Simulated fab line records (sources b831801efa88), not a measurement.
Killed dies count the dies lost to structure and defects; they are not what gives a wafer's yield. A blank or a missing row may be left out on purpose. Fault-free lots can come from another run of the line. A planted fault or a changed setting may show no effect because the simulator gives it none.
Matching of chambers :: flow sky130 :: SKY_FIELD_ISO_ETCH_14 on rieDiel-02: 4 sister chambers
The step etches BARC in N2/H2, stops on SiO2, time 45.9 s, target depth 60 nm. 16 wafers are shown with their chamber, then 8 later ones without.

EACH WAFER AND ITS CHAMBER
wafer: L936.2
chamber: 0
throttleValvePct (%): 13.220
oesProductAu (a.u.): 0.853

wafer: L936.3
chamber: 2
throttleValvePct (%): 13.238
oesProductAu (a.u.): 0.856

wafer: L936.5
chamber: 1
throttleValvePct (%): 13.215
oesProductAu (a.u.): 0.856

wafer: L937.1
chamber: 2
throttleValvePct (%): 13.221
oesProductAu (a.u.): 0.851

wafer: L937.4
chamber: 1
throttleValvePct (%): 13.222
oesProductAu (a.u.): 0.858

wafer: L937.6
chamber: 3
throttleValvePct (%): 13.223
oesProductAu (a.u.): 0.857

wafer: L939.3
chamber: 2
throttleValvePct (%): 13.230
oesProductAu (a.u.): 0.850

wafer: L939.5
chamber: 0
throttleValvePct (%): 13.221
oesProductAu (a.u.): 0.855

wafer: L939.6
chamber: 3
throttleValvePct (%): 13.204
oesProductAu (a.u.): 0.856

wafer: L940.2
chamber: 3
throttleValvePct (%): 13.228
oesProductAu (a.u.): 0.849

wafer: L940.3
chamber: 1
throttleValvePct (%): 13.217
oesProductAu (a.u.): 0.850

wafer: L940.5
chamber: 1
throttleValvePct (%): 13.242
oesProductAu (a.u.): 0.851

wafer: L942.2
chamber: 1
throttleValvePct (%): 13.240
oesProductAu (a.u.): 0.849

wafer: L942.3
chamber: 0
throttleValvePct (%): 13.223
oesProductAu (a.u.): 0.851

wafer: L942.4
chamber: 2
throttleValvePct (%): 13.212
oesProductAu (a.u.): 0.855

wafer: L956.3
chamber: 2
throttleValvePct (%): 13.233
oesProductAu (a.u.): 0.847

SIGNATURES (means of the wafers above)
reading: throttleValvePct
chamber 0: 13.22133
chamber 1: 13.22720
chamber 2: 13.22680
chamber 3: 13.21833
scatter within a chamber: 0.0109

reading: oesProductAu
chamber 0: 0.85300
chamber 1: 0.85280
chamber 2: 0.85180
chamber 3: 0.85400
scatter within a chamber: 0.00369
Rule: for a wafer and a chamber, the distance is found by dividing, reading by reading, the gap between the wafer's reading and the chamber's mean by the reading's scatter, squaring, summing and taking the root. The wafer belongs to the nearest chamber; if the next one is less than 2 further off, it can't be placed. How the scatter is found: for the shown wafers, subtract from each reading the mean of its chamber, square and add these, divide the total by (wafers less chambers), then take the root.

WAFERS WITH NO CHAMBER GIVEN
wafer: L956.4
throttleValvePct (%): 13.223
oesProductAu (a.u.): 0.855

wafer: L956.5
throttleValvePct (%): 13.208
oesProductAu (a.u.): 0.856

wafer: L958.2
throttleValvePct (%): 13.228
oesProductAu (a.u.): 0.856

wafer: L958.3
throttleValvePct (%): 13.219
oesProductAu (a.u.): 0.853

wafer: L958.4
throttleValvePct (%): 13.202
oesProductAu (a.u.): 0.843

wafer: L959.2
throttleValvePct (%): 13.217
oesProductAu (a.u.): 0.857

wafer: L959.5
throttleValvePct (%): 13.217
oesProductAu (a.u.): 0.861

wafer: L959.6
throttleValvePct (%): 13.217
oesProductAu (a.u.): 0.861

WHICH CHAMBER EACH WENT THROUGH
wafer: L956.4
from the rows above: can't be placed: 3 or 0 or 1 or 2
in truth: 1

wafer: L956.5
from the rows above: can't be placed: 3 or 0 or 1 or 2
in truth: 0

wafer: L958.2
from the rows above: can't be placed: 1 or 0 or 3 or 2
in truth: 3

wafer: L958.3
from the rows above: can't be placed: 0 or 3 or 1 or 2
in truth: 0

wafer: L958.4
from the rows above: can't be placed: 0 or 2 or 3 or 1
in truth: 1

wafer: L959.2
from the rows above: can't be placed: 3 or 0 or 1 or 2
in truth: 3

wafer: L959.5
from the rows above: can't be placed: 3 or 0 or 1 or 2
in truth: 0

wafer: L959.6
from the rows above: can't be placed: 3 or 0 or 1 or 2
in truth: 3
Correctly placed: 0 of 8. Can't be placed from these rows: 8 (the true chamber is among the candidates in 8). Placed wrongly: 0.
